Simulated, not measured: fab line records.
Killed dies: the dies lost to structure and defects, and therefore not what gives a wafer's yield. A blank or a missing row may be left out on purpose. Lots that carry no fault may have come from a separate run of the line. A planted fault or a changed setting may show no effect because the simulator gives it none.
Which tool is to blame? + flow sky130 + 11 lots, 33 wafers sampled, at 5 steps of a route of 708

## WHAT THE GAUGES READ, wafer by wafer
SKY_VT_ADJUST_LVTN_TW_MEAS_10.
| lot  | measured     | on            | VT_ADJUST_LVTN_TW |
|------|--------------|---------------|-------------------|
| L697 | day 6 16:31  | film-metro-04 | 243.5 244.5 244.5 |
| L698 | day 7 15:47  | film-metro-01 | 245.9 246.8 246.0 |
| L701 | day 7 23:35  | film-metro-04 | 300.4 300.1 299.6 |
| L702 | day 8 05:09  | film-metro-02 | 298.0 299.8 299.6 |
| L704 | day 8 16:17  | film-metro-01 | 246.9 245.1 247.7 |
| L709 | day 10 01:35 | film-metro-04 | 299.6 300.2 301.3 |
| L713 | day 11 20:19 | film-metro-01 | 246.1 245.7 245.1 |
| L712 | day 11 20:40 | film-metro-01 | 247.6 246.9 245.2 |
| L714 | day 11 22:21 | film-metro-01 | 246.2 246.1 246.1 |
| L716 | day 12 03:29 | film-metro-02 | 243.3 244.0 243.5 |
| L717 | day 12 07:59 | film-metro-04 | 240.6 241.3 242.3 |

SKY_VT_ADJUST_NCORE_OVL_MEAS_08.
| lot  | measured     | on         | VT_ADJUST_NCORE_OVL (nm) |
|------|--------------|------------|--------------------------|
| L697 | day 8 07:52  | overlay-01 | 2.5 3.7 1.2              |
| L698 | day 9 09:16  | overlay-01 | -0.8 1.1 1.3             |
| L701 | day 9 16:16  | overlay-02 | -0.8 1.9 -0.2            |
| L702 | day 10 00:07 | overlay-01 | 1.5 1.6 -0.4             |
| L704 | day 10 12:19 | overlay-01 | 3.2 3.1 0.7              |
| L709 | day 11 21:49 | overlay-02 | -0.2 0.2 0.6             |
| L713 | day 13 22:10 | overlay-01 | -0.1 0.1 1.6             |
| L712 | day 13 22:28 | overlay-02 | -1.3 -1.7 -0.6           |
| L714 | day 14 00:29 | overlay-01 | 0.1 2.8 1.2              |
| L716 | day 14 05:25 | overlay-02 | -0.8 -1.5 -1.6           |
| L717 | day 14 10:52 | overlay-01 | 1.1 2.5 1.6              |

## TOOL THAT RAN EACH LOT (tool first, then ch and the chambers of the sampled wafers, then the start)
| lot  | SKY_NWELL_STRIP_25                   | SKY_VT_ADJUST_LVTN_IMPLANT_08   | SKY_VT_ADJUST_LVTN_STRIP_09          |
|------|--------------------------------------|---------------------------------|--------------------------------------|
| L697 | plasma-asher-04 ch 1, day 5 03:38    | implanter-04 ch 0, day 6 16:16  | plasma-asher-03 ch 0,1, day 6 16:24  |
| L698 | plasma-asher-03 ch 0,1, day 6 01:46  | implanter-01 ch 0, day 7 15:34  | plasma-asher-04 ch 0,1, day 7 15:43  |
| L701 | plasma-asher-04 ch 0,1, day 6 08:05  | implanter-02 ch 0, day 7 23:01  | plasma-asher-04 ch 0,1, day 7 23:29  |
| L702 | plasma-asher-04 ch 0,1, day 6 12:08  | implanter-01 ch 0, day 8 04:36  | plasma-asher-04 ch 0,1, day 8 05:02  |
| L704 | plasma-asher-04 ch 0,1, day 7 00:01  | implanter-01 ch 0, day 8 16:03  | plasma-asher-02 ch 0,1, day 8 16:10  |
| L709 | plasma-asher-03 ch 0, day 8 05:12    | implanter-01 ch 0, day 10 00:58 | plasma-asher-04 ch 0,1, day 10 01:29 |
| L713 | plasma-asher-03 ch 0,1, day 9 22:11  | implanter-02 ch 0, day 11 20:04 | plasma-asher-02 ch 0,1, day 11 20:13 |
| L712 | plasma-asher-04 ch 0,1, day 9 23:11  | implanter-04 ch 0, day 11 20:25 | plasma-asher-04 ch 0,1, day 11 20:34 |
| L714 | plasma-asher-04 ch 0,1, day 10 00:34 | implanter-04 ch 0, day 11 22:09 | plasma-asher-04 ch 0,1, day 11 22:16 |
| L716 | plasma-asher-03 ch 0,1, day 10 06:43 | implanter-02 ch 0, day 12 03:14 | plasma-asher-04 ch 0,1, day 12 03:23 |
| L717 | plasma-asher-03 ch 0,1, day 10 08:55 | implanter-02 ch 0, day 12 07:46 | plasma-asher-03 ch 0,1, day 12 07:55 |
- SKY_NWELL_STRIP_25: strips in O2/N2.
- SKY_VT_ADJUST_LVTN_IMPLANT_08
- SKY_VT_ADJUST_LVTN_STRIP_09: strips in O2/N2.

## WHAT THE TOOLS THEMSELVES READ (means of the sampled wafers that have a number; where no wafer has one, the mark that the record gives instead)
SKY_NWELL_STRIP_25.
| lot  | tool            | drypump-motor-current-A (A) | n2-flow-sccm (sccm) | oes-product-au (a.u.) | strip-time-to-endpoint-s (s) |
|------|-----------------|-----------------------------|---------------------|-----------------------|------------------------------|
| L697 | plasma-asher-04 | 5.3                         | 299.3               | 0.719                 | 36.93                        |
| L698 | plasma-asher-03 | 5.8                         | 300.2               | 0.722                 | 37.14                        |
| L701 | plasma-asher-04 | 5.6                         | 300.1               | 0.724                 | 36.92                        |
| L702 | plasma-asher-04 | 5.9                         | 299.7               | 0.726                 | 36.72                        |
| L704 | plasma-asher-04 | 5.9                         | 300.8               | 0.721                 | 37.03                        |
| L709 | plasma-asher-03 | 5.9                         | 298.9               | 0.721                 | 37.01                        |
| L713 | plasma-asher-03 | 5.8                         | 300.1               | 0.727                 | 36.71                        |
| L712 | plasma-asher-04 | 6.0                         | 300.4               | 0.721                 | 36.84                        |
| L714 | plasma-asher-04 | 5.6                         | 300.0               | 0.718                 | 36.82                        |
| L716 | plasma-asher-03 | 5.8                         | 299.5               | 0.722                 | 36.90                        |
| L717 | plasma-asher-03 | 5.8                         | 300.1               | 0.721                 | 36.84                        |

SKY_VT_ADJUST_LVTN_IMPLANT_08.
| lot  | tool         | dose-ions-cm2 |
|------|--------------|---------------|
| L697 | implanter-04 | 1.5703e+12    |
| L698 | implanter-01 | 1.5703e+12    |
| L701 | implanter-02 | 1.5687e+12    |
| L702 | implanter-01 | 1.5696e+12    |
| L704 | implanter-01 | 1.5675e+12    |
| L709 | implanter-01 | 1.5697e+12    |
| L713 | implanter-02 | 1.5690e+12    |
| L712 | implanter-04 | 1.5728e+12    |
| L714 | implanter-04 | 1.5716e+12    |
| L716 | implanter-02 | 1.5703e+12    |
| L717 | implanter-02 | 1.5683e+12    |

SKY_VT_ADJUST_LVTN_STRIP_09.
| lot  | tool            | drypump-motor-current-A (A) | n2-flow-sccm (sccm) | oes-product-au (a.u.) | strip-time-to-endpoint-s (s) |
|------|-----------------|-----------------------------|---------------------|-----------------------|------------------------------|
| L697 | plasma-asher-03 | 5.9                         | 300.9               | 0.722                 | 37.14                        |
| L698 | plasma-asher-04 | 5.6                         | 301.0               | 0.724                 | 36.99                        |
| L701 | plasma-asher-04 | 5.6                         | 300.2               | 0.724                 | 36.87                        |
| L702 | plasma-asher-04 | 5.9                         | 301.1               | 0.720                 | 36.94                        |
| L704 | plasma-asher-02 | 5.3                         | 299.7               | 0.722                 | 36.81                        |
| L709 | plasma-asher-04 | 6.0                         | 299.9               | 0.724                 | 36.64                        |
| L713 | plasma-asher-02 | 5.4                         | 300.1               | 0.721                 | 36.95                        |
| L712 | plasma-asher-04 | 5.6                         | 299.8               | 0.721                 | 36.91                        |
| L714 | plasma-asher-04 | 5.9                         | 299.7               | 0.721                 | 36.97                        |
| L716 | plasma-asher-04 | 5.6                         | 299.7               | 0.723                 | 37.09                        |
| L717 | plasma-asher-03 | 5.9                         | 299.8               | 0.721                 | 36.92                        |

## THE ANSWER, worked out from the rows above alone
Rule: the lots themselves supply what counts as usual. Put in order of their means at a reading, lots are off if they are a third of the lots or fewer, leave a main group of 4 or more, and stand apart from it by a gap of 3 or more times the standard deviation of the main group's means; of several such gaps the widest counts. Not used: any main group whose means are identical at the precision the tables above print for the reading. Also off: a lot with no number at a reading for which 4 or more lots have one. Where the step has rows for the other lots, those lots are counted as sound. After the gauges, taken in route order, come the tools' own readings; for these a lot's mean is taken, as printed above. At the first step where some lot is off, the reading lying furthest off is the one used; lots without a number count as furthest.
Off: L701, L702, L709, at SKY_VT_ADJUST_LVTN_TW_MEAS_10 (VT_ADJUST_LVTN_TW). The main group has a mean of 245.0 with a standard deviation of 1.7.
If a tool, at a process step before that reading, ran all the lots that are off and no sound lot after the first of them, it fits. Gauges at SKY_VT_ADJUST_LVTN_TW_MEAS_10: tried the same way as those tools. No candidate that was tried fits.

## WHAT THE SIMULATOR HAD PUT IN
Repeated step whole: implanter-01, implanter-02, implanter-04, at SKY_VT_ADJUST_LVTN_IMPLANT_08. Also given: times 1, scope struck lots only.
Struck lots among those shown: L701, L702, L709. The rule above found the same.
